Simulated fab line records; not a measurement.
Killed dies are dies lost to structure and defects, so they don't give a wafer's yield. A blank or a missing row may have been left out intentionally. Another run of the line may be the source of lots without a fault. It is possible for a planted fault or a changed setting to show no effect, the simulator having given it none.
What tool caused it? | flow gf180mcu | 6 lots, 18 wafers sampled, at 2 steps of a route of 602

## WHAT THE GAUGES SHOWED, per wafer
GF_V1_CD_MEAS_14: target cd 260 nm.
lot  | measured     | on        | cd nm (nm)
L539 | day 18 17:58 | cd sem-02 | 260.5 261.2 262.4
L546 | day 21 08:41 | cd sem-01 | 261.1 261.7 261.6
L548 | day 22 06:19 | cd sem-02 | 261.0 260.2 262.7
L555 | day 24 23:36 | cd sem-01 | 260.2 260.4 259.0
L557 | day 25 05:47 | cd sem-02 | 258.8 258.5 259.3
L559 | day 26 00:06 | cd sem-01 | 259.6 258.4 259.7

## WHAT TOOL EACH LOT RAN ON (gives the tool, then ch and the chambers of the sampled wafers, and finally the start)
lot  | GF_M1_METAL_ETCH_16
L539 | rie metal-01 ch 1, day 17 17:01
L546 | rie metal-01 ch 0,1, day 20 07:47
L548 | rie metal-01 ch 0, day 21 05:05
L555 | rie metal-04 ch 0,1, day 24 00:22
L557 | rie metal-01 ch 0,1, day 24 07:13
L559 | rie metal-04 ch 0,1, day 25 01:26
- GF_M1_METAL_ETCH_16: etches the open film in Cl2/BCl3, stops on SiO2, target depth 627.5 nm, time 104.6 s.

## THE ANSWER, worked out from the rows above alone
Rule: usual is defined by the lots themselves. The widest of any qualifying gaps counts: lots, ordered by their means at a reading, are off when they make up no more than a third of the lots, leave a main group of 4 or more, and stand apart from it by 3 or more times the standard deviation of that group's means. A main group whose means are all the same, to the digits that the tables above print for the reading, isn't used. A lot without any number at a reading at which 4 lots or more have one is off too. Any other lot the step has rows for is counted as sound.
None of the lots is off at any reading shown; this tells nothing.

## WHAT THE SIMULATOR PUT IN
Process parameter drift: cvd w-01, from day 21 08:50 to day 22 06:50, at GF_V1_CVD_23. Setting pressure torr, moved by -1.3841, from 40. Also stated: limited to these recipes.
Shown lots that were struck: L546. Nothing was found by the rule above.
